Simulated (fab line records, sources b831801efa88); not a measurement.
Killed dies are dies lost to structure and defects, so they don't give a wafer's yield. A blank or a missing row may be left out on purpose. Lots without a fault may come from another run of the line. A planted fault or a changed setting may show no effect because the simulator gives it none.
Which tool did it? | flow sky130 | 12 lots, 36 wafers sampled, at 1 step of a route of 708

WHAT THE GAUGES READ, wafer by wafer
SKY_SD_P_CD_MEAS_07: target cd 380 nm.
lot  | measured     | on        | cd_nm (nm)
L075 | day 26 00:56 | cd_sem-01 | 377.4 377.3 375.5
L077 | day 26 21:05 | cd_sem-02 | 375.5 377.0 377.8
L079 | day 27 01:14 | cd_sem-01 | 380.1 377.1 378.0
L081 | day 28 04:06 | cd_sem-01 | 375.6 376.9 378.1
L083 | day 28 09:25 | cd_sem-01 | 380.3 382.5 381.5
L085 | day 29 04:39 | cd_sem-01 | 382.6 381.5 384.6
L087 | day 30 00:56 | cd_sem-01 | 379.8 380.1 379.7
L089 | day 30 13:25 | cd_sem-01 | 376.7 376.5 376.4
L091 | day 31 03:36 | cd_sem-02 | 379.8 383.5 381.5
L093 | day 32 07:19 | cd_sem-02 | 377.7 378.7 377.0
L095 | day 32 14:38 | cd_sem-02 | 384.2 383.0 382.0
L097 | day 33 05:10 | cd_sem-01 | 376.6 382.5 377.6

WHICH TOOL RAN EACH LOT (tool, then ch and the chambers of the sampled wafers, then the start)
The record holds no process step before these readings.

THE ANSWER, worked out from the rows above alone
Rule: what is usual is taken from the lots themselves. Put in order of their means at a reading, lots are off if they are a third of the lots or fewer, leave a main group of 4 or more, and stand apart from it by a gap of 3 or more times the standard deviation of the main group's means; of several such gaps the widest counts. A main group whose means are all the same, to the digits that the tables above print for the reading, isn't used. A lot without any number at a reading at which 4 lots or more have one is off too. The other lots that the step has rows for count as sound.
No lot is off at any reading shown: from this, nothing can be told.

WHAT THE SIMULATOR HAD PUT IN
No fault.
